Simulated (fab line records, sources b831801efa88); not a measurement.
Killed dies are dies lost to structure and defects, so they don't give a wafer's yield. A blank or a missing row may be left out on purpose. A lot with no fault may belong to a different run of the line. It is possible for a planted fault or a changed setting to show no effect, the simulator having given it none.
2 desks, one fault || flow gf180mcu || what lay behind the numbers comes last; until then each desk has only its own

== FROM THE METROLOGY DESK ==
What the gauges read for every lot (on any tool): the sampled wafers with a number, averaged. A lot is out of limits, marked OUT, if its mean lies more than 4 standard deviations from the usual mean; the brackets give that distance. Only the readings that lie furthest out on some lot appear, 7 of the 9 it has.
Columns: A = V2_BOW at GF_V2_BOW_MEAS_05, usual 97 um; B = cdNm at GF_V2_CD_MEAS_14, usual 260.0 nm; C = V2_OVL at GF_V2_OVL_MEAS_15, usual -1 nm; D = V2_W_RS at GF_V2_RS_MEAS_24, usual 0.327 ohm/sq; E = V2_W_THK at GF_V2_THK_MEAS_25, usual 358 nm; F = cdNm at GF_M3_CD_MEAS_14, usual 280.4 nm; G = M3_OVL at GF_M3_OVL_MEAS_15, usual -1 nm
{"lot": "L956", "first seen here": "day 20 08:01", "A": 104, "B": 260.0, "C": 6, "D": 0.322, "E": 367, "F": 280.8, "G": 2}
{"lot": "L966", "first seen here": "day 23 22:45", "A": 88, "B": 259.7, "C": -3, "D": 0.327, "E": 357, "F": 278.4, "G": -6}
{"lot": "L967", "first seen here": "day 24 04:20", "A": 102, "B": 258.3, "C": -2, "D": 0.326, "E": 364, "F": 278.8, "G": 0}
{"lot": "L970", "first seen here": "day 25 02:20", "A": 95, "B": 262.7, "C": 0, "D": 0.324, "E": 354, "F": 281.4, "G": -10}
{"lot": "L974", "first seen here": "day 26 08:10", "A": 99, "B": 260.4, "C": 4, "D": 0.330, "E": 357, "F": 281.1, "G": 2}
{"lot": "L975", "first seen here": "day 26 15:23", "A": 92, "B": 259.8, "C": -9, "D": 0.330, "E": 349, "F": 279.7, "G": 1}
Finding of this desk: none of the 6 lots has anything out of limits.

== THE TOOL OWNER'S DESK: rieDiel-02 ==
The tool's own readings at GF_V2_ETCH_17 (etches SiO2 in C4F8/O2/Ar, stops on TiN, target depth 630 nm): means of the sampled wafers that have a number, for each lot that ran on this tool. A lot is out of limits, marked OUT, if its mean lies more than 4 standard deviations from the usual mean; the brackets give that distance.
Columns: A = oesProductAu at GF_V2_ETCH_17, usual 0.857 a.u.
{"lot": "L966", "first seen here": "day 24 20:00", "A": 0.857}
{"lot": "L967", "first seen here": "day 25 02:00", "A": 0.856}
Finding of this desk: none of the 2 lots has anything out of limits.

== ALL TOGETHER ==
Metrology desk: nothing out of limits seen.
The tool owner's desk saw nothing out of limits.

== WHAT THE SIMULATOR HAD PUT IN ==
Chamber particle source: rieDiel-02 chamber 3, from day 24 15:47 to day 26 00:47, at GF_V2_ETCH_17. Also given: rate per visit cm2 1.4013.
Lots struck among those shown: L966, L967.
